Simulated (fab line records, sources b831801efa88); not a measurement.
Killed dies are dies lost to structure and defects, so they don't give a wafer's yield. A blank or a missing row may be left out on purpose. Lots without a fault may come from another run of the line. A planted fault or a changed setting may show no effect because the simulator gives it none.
Which tool did it? | flow gf180mcu | 11 lots, 33 wafers sampled, at 7 steps of a route of 602

WHAT THE GAUGES READ, wafer by wafer
GF_V2_RS_MEAS_24: measures by four-point-probe. Usual: V2_W_RS 0.328 ohm/sq, standard deviation 0.0034.
lot  | measured     | on            | V2_W_RS (ohm/sq)  | flag
L830 | day 20 16:37 | film_metro-01 | 0.328 0.330 0.330 |
L832 | day 21 07:47 | film_metro-04 | 0.329 0.328 0.329 |
L834 | day 22 09:55 | film_metro-01 | 0.335 0.337 0.336 |
L836 | day 23 03:34 | film_metro-01 | 0.326 0.333 0.325 |
L837 | day 23 05:40 | film_metro-01 | 0.326 0.324 0.326 |
L838 | day 23 17:23 | film_metro-01 | 0.322 0.325 0.321 |
L839 | day 24 01:56 | film_metro-01 | 0.328 0.325 0.323 |
L840 | day 24 09:08 | film_metro-04 | 0.325 0.321 0.326 |
L845 | day 25 21:23 | film_metro-03 | 0.401 0.397 0.396 | OFF
L847 | day 26 15:40 | film_metro-01 | 0.402 0.396 0.394 | OFF
L852 | day 28 07:13 | film_metro-04 | 0.332 0.329 0.329 |

GF_V2_THK_MEAS_25: measures by xrf. Usual: V2_W_THK 360 nm, standard deviation 3.8.
lot  | measured     | on            | V2_W_THK (nm) | flag
L830 | day 20 16:43 | film_metro-01 | 359 356 357   |
L832 | day 21 07:54 | film_metro-04 | 353 354 352   |
L834 | day 22 10:01 | film_metro-01 | 355 354 356   |
L836 | day 23 03:40 | film_metro-01 | 363 356 363   |
L837 | day 23 05:47 | film_metro-01 | 362 365 362   |
L838 | day 23 17:30 | film_metro-01 | 369 362 369   |
L839 | day 24 02:03 | film_metro-01 | 356 355 358   |
L840 | day 24 09:15 | film_metro-04 | 361 366 360   |
L845 | day 25 21:31 | film_metro-03 | 290 296 295   | OFF
L847 | day 26 15:47 | film_metro-01 | 292 298 297   | OFF
L852 | day 28 07:20 | film_metro-04 | 353 358 361   |

GF_M3_RS_MEAS_05: measures by four-point-probe. Usual: M3_ALCU_RS 0.0696 ohm/sq, standard deviation 0.00072.
lot  | measured     | on            | M3_ALCU_RS (ohm/sq)  | flag
L830 | day 20 17:19 | film_metro-02 | 0.0675 0.0698 0.0693 |
L832 | day 21 08:29 | film_metro-02 | 0.0700 0.0698 0.0706 |
L834 | day 22 10:37 | film_metro-03 | 0.0699 0.0699 0.0691 |
L836 | day 23 04:16 | film_metro-03 | 0.0683 0.0693 0.0693 |
L837 | day 23 06:22 | film_metro-03 | 0.0697 0.0696 0.0699 |
L838 | day 23 18:05 | film_metro-03 | 0.0692 0.0691 0.0690 |
L839 | day 24 02:38 | film_metro-04 | 0.0707 0.0692 0.0710 |
L840 | day 24 09:50 | film_metro-02 | 0.0691 0.0696 0.0696 |
L845 | day 25 22:05 | film_metro-03 | 0.0707 0.0694 0.0687 |
L847 | day 26 16:22 | film_metro-02 | 0.0695 0.0690 0.0682 |
L852 | day 28 07:55 | film_metro-02 | 0.0695 0.0683 0.0686 |

WHICH TOOL RAN EACH LOT (tool, then ch and the chambers of the sampled wafers, then the start)
lot  | GF_M2_STRIP_17                       | GF_V2_ETCH_17                                 | GF_V2_CVD_23                  | GF_V2_CMP_26
L830 | plasma_asher-01 ch 0,1, day 19 14:17 | rie_diel-01 ch 0,2,3, day 20 16:31 or earlier | cvd_w-01 ch 0,1, day 20 16:31 | cmp-02 ch 1,2,3, day 20 16:52
L832 | plasma_asher-04 ch 0,1, day 20 05:05 | rie_diel-04 ch 0,1,2, day 21 07:40 or earlier | cvd_w-02 ch 0,1, day 21 07:40 | cmp-01 ch 0,2,3, day 21 07:58
L834 | plasma_asher-04 ch 0,1, day 21 08:18 | rie_diel-01 ch 0,1, day 22 09:48 or earlier   | cvd_w-01 ch 0,1, day 22 09:48 | cmp-01 ch 1,2,3, day 22 10:10
L836 | plasma_asher-01 ch 0,1, day 22 01:45 | rie_diel-01 ch 1,3, day 23 03:28 or earlier   | cvd_w-02 ch 0,1, day 23 03:28 | cmp-02 ch 0,1,3, day 23 03:43
L837 | plasma_asher-04 ch 0,1, day 22 03:50 | rie_diel-01 ch 0,2,3, day 23 05:33 or earlier | cvd_w-02 ch 0,1, day 23 05:33 | cmp-01 ch 0,1,2, day 23 05:53
L838 | plasma_asher-04 ch 0,1, day 22 16:20 | rie_diel-03 ch 1,2,3, day 23 17:15 or earlier | cvd_w-02 ch 0,1, day 23 17:15 | cmp-02 ch 1,2,3, day 23 17:36
L839 | plasma_asher-03 ch 0,1, day 23 01:14 | rie_diel-03 ch 0,3, day 24 01:49 or earlier   | cvd_w-02 ch 0,1, day 24 01:49 | cmp-02 ch 1,2, day 24 02:06
L840 | plasma_asher-01 ch 0,1, day 23 08:08 | rie_diel-03 ch 0,1,3, day 24 09:01 or earlier | cvd_w-02 ch 0,1, day 24 09:01 | cmp-02 ch 0,1,3, day 24 09:25
L845 | plasma_asher-03 ch 0,1, day 24 21:37 | rie_diel-04 ch 0,2, day 25 21:17 or earlier   | cvd_w-02 ch 0,1, day 25 21:17 | cmp-01 ch 0,3, day 25 21:34
L847 | plasma_asher-04 ch 0,1, day 25 15:58 | rie_diel-01 ch 1,2, day 26 15:33 or earlier   | cvd_w-02 ch 0,1, day 26 15:33 | cmp-02 ch 1,2,3, day 26 15:59
L852 | plasma_asher-03 ch 0,1, day 27 08:43 | rie_diel-03 ch 0,3, day 28 07:07 or earlier   | cvd_w-01 ch 1, day 28 07:07   | cmp-02 ch 0,1, day 28 07:24
- GF_M2_STRIP_17: strips in O2/N2.
- GF_V2_ETCH_17: etches SiO2 in C4F8/O2/Ar, stops on TiN, target depth 630 nm.
- GF_V2_CVD_23: deposits W, target thk 350 nm, time 104.94 s.
- GF_V2_CMP_26: polishes, stops on SiO2, t overpolish 15 s, target thk 0 nm.

WHAT THE TOOLS THEMSELVES READ (means of the sampled wafers that have a number; where no wafer has one, the mark that the record gives instead)
GF_M2_STRIP_17. Usual: drypump_motor_current_A 5.5 A, standard deviation 0.6; heater_power_w 348 W, standard deviation 51; oes_product_au 0.557 a.u., standard deviation 0.0049; strip_time_to_endpoint_s 7.86 s, standard deviation 0.05.
lot  | tool            | drypump_motor_current_A (A) | heater_power_w (W) | oes_product_au (a.u.) | strip_time_to_endpoint_s (s) | flag
L830 | plasma_asher-01 | 5.6                         | 319                | 0.554                 | 7.81                         |
L832 | plasma_asher-04 | 5.3                         | 339                | 0.557                 | 7.83                         |
L834 | plasma_asher-04 | 5.4                         | 355                | 0.558                 | 7.87                         |
L836 | plasma_asher-01 | 5.6                         | 319                | 0.555                 | 7.84                         |
L837 | plasma_asher-04 | 5.3                         | 346                | 0.559                 | 7.88                         |
L838 | plasma_asher-04 | 5.9                         | 357                | 0.556                 | 7.90                         |
L839 | plasma_asher-03 | 5.4                         | 331                | 0.554                 | 7.76                         |
L840 | plasma_asher-01 | 5.7                         | 334                | 0.560                 | 7.89                         |
L845 | plasma_asher-03 | 5.1                         | 396                | 0.559                 | 7.82                         |
L847 | plasma_asher-04 | 5.3                         | 347                | 0.559                 | 7.86                         |
L852 | plasma_asher-03 | 5.4                         | 338                | 0.563                 | 7.92                         |

GF_V2_ETCH_17. Usual: oes_product_au 0.856 a.u., standard deviation 0.0044.
lot  | tool        | oes_product_au (a.u.) | flag
L830 | rie_diel-01 | 0.852                 |
L832 | rie_diel-04 | 0.858                 |
L834 | rie_diel-01 | 0.856                 |
L836 | rie_diel-01 | 0.858                 |
L837 | rie_diel-01 | 0.854                 |
L838 | rie_diel-03 | 0.852                 |
L839 | rie_diel-03 | 0.856                 |
L840 | rie_diel-03 | 0.855                 |
L845 | rie_diel-04 | 0.859                 |
L847 | rie_diel-01 | 0.853                 |
L852 | rie_diel-03 | 0.854                 |

GF_V2_CVD_23. Usual: heater_power_w 782 W, standard deviation 43.
lot  | tool     | heater_power_w (W) | flag
L830 | cvd_w-01 | 793                |
L832 | cvd_w-02 | 760                |
L834 | cvd_w-01 | 795                |
L836 | cvd_w-02 | 779                |
L837 | cvd_w-02 | 766                |
L838 | cvd_w-02 | 772                |
L839 | cvd_w-02 | 756                |
L840 | cvd_w-02 | 785                |
L845 | cvd_w-02 | 788                |
L847 | cvd_w-02 | 759                |
L852 | cvd_w-01 | 834                |

GF_V2_CMP_26. Usual: motor_current_A 11.3 A, standard deviation 0.86; time_to_endpoint_s 82 s, standard deviation 4.2.
lot  | tool   | motor_current_A (A) | time_to_endpoint_s (s) | flag
L830 | cmp-02 | 11.4                | 79                     |
L832 | cmp-01 | 10.8                | 79                     |
L834 | cmp-01 | 10.8                | 83                     |
L836 | cmp-02 | 12.1                | 87                     |
L837 | cmp-01 | 10.6                | 82                     |
L838 | cmp-02 | 11.3                | 84                     |
L839 | cmp-02 | 11.7                | 83                     |
L840 | cmp-02 | 12.1                | 88                     |
L845 | cmp-01 | 10.9                | 65                     | OFF
L847 | cmp-02 | 11.7                | 63                     | OFF
L852 | cmp-02 | 12.0                | 86                     |

THE ANSWER, worked out from the rows above alone
Rule: a lot is off if the mean of its wafers that have a number lies more than 3 standard deviations from the usual mean. A lot without any number at a reading at which 4 lots or more have one is off too. The other lots that the step has rows for count as sound. The gauges are gone through in route order, then the tools' own readings, and for those a lot's mean is taken as printed above. The first step at which some lot is off is used, and at that step the reading that is off furthest; a lot without a number counts as furthest.
Off: L845, L847, at GF_V2_RS_MEAS_24 (V2_W_RS).
A tool fits if, at a process step before that reading, it ran every lot that is off, and no sound lot after the first of them. The gauges at GF_V2_RS_MEAS_24 aren't tried: what is off there is off at GF_V2_CMP_26 too, on other tools, and a gauge's error can't cause that. GF_V2_ETCH_17 gives no start for some lots, so the hours and the order of its lots are those of GF_V2_CVD_23. One fits: cvd_w-02 at GF_V2_CVD_23. Its last sound lot is L840 (day 24 09:01), its first lot that is off L845 (day 25 21:17): a fault that began between those two fits.

WHAT THE SIMULATOR HAD PUT IN
Process parameter drift: cvd_w-02, from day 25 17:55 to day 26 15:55, at GF_V2_CVD_23. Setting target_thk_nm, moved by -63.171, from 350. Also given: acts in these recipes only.
Lots struck among those shown: L845, L847. The rule above found the same.
